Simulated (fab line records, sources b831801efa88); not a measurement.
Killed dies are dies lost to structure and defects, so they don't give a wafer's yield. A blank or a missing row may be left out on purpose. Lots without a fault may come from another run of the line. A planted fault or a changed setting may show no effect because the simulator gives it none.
Problem report in the 8D (eight disciplines) form, filled by code | flow gf180mcu | the parts of the form that need people (team, actions taken, sign-off) are left out

1. THE PROBLEM
STI_CVD_03_THK at GF_STI_THK_MEAS_04 reads a mean of 233.9 nm on 6 wafers of 2 lots; wafers without a fault read 207.1 nm with a standard deviation of 1.8. That is +15 standard deviations from the usual mean.
First seen on wafer L461.2, day 5 03:58, on film_metro-01. The record holds 33 wafers of 11 lots with a number at this step. Rule for "out", or "out of limits": more than 4 standard deviations from the usual mean. The other wafers with a number count as sound.

2. WHAT IT IS AND WHAT IT IS NOT
question                    | is                           | is not
which readings at this step | STI_CVD_03_THK               | -
which lots                  | L461, L462                   | L444, L445, L447, L450, L452, L456, L465, L466, L467
which wafers of those lots  | all that have a number       | -
read on which gauges        | film_metro-01, film_metro-02 | film_metro-04
when                        | from day 5 03:58             | up to then (18 sound wafers); but 9 sound wafers of L465, L466, L467 came after

3. SUSPECTS, AND WHAT RULES EACH OUT
Counting: a tool at a process step up to the reading stays a suspect if it ran every lot that is out and no sound lot after the first of them.
- the gauge at GF_STI_THK_MEAS_04: ruled out. The wafers that are out were read on 2 gauges (film_metro-01, film_metro-02).
- lpcvd-01 at GF_STI_CVD_03 (deposits Si3N4 from DCS/NH3, target thk 207.16 nm, time 3551 s): ruled out as a lasting fault. Sound lots L465 ran on it after its first lot that is out, L461 (day 5 01:58).
Left after counting: nothing in the record.

4. THE CAUSE (what the simulator had put in)
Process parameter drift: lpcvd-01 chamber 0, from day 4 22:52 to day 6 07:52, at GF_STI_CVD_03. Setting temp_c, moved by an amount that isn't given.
Counting ruled it out, wrongly: the rule takes a fault to strike every lot that its tool runs from its start on, and this one did not.

5. THE CHAIN OF EFFECTS, in route order
Each row: a reading whose mean over the struck wafers that have a number lies more than 3 standard deviations from the usual. Only readings for which the record gives a usual standard deviation are gone through. hours: the time from each lot's start at the first step in this table that gives one to its start at this step, as a median over the lots. sigmas: the change in usual standard deviations.
hours | step               | reading           | usual      | on struck wafers | change | sigmas
0     | GF_STI_CVD_03      | spike_tc_bottom_C | 789.5 C    | 798.5            | +9.0   | +3.9
0     | GF_STI_CVD_03      | spike_tc_centre_C | 770.4 C    | 776.4            | +6.0   | +5.4
0     | GF_STI_CVD_03      | spike_tc_lower_C  | 770.9 C    | 778.4            | +7.5   | +5.0
0     | GF_STI_CVD_03      | spike_tc_upper_C  | 769.7 C    | 775.1            | +5.4   | +4.9
0     | GF_STI_CVD_03      | susceptor_temp_C  | 770.1 C    | 776.4            | +6.3   | +20
2     | GF_STI_THK_MEAS_04 | STI_CVD_03_THK    | 207.1 nm   | 233.9            | +26.8  | +15
16    | GF_STI_ETCH_13     | oes_product_au    | 0.833 a.u. | 0.894            | +0.061 | +11
The process steps in it:
- GF_STI_CVD_03: deposits Si3N4 from DCS/NH3, target thk 207.16 nm, time 3551 s.
- GF_STI_ETCH_13: etches the open film in CHF3/O2, stops on Si, target depth 282.31 nm, time 112.9 s.
Later measuring or inspecting steps at which every struck wafer that the step has a row for has a number for every such reading, and none has moved that far: GF_MVPSD_TW_MEAS_11, GF_VT_IMPLANT_OVL_MEAS_18.

6. WHAT WOULD HAVE CAUGHT IT SOONER
In this record the first reading out of limits at a measuring or inspecting step was taken at day 5 03:58, 5 hours after the fault began at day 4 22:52.
The tool's own readings at GF_STI_CVD_03 were out on every struck wafer that the step has a row for (spike_tc_centre_C, spike_tc_lower_C, susceptor_temp_C): an alarm limit on them would have fired on the first of those.
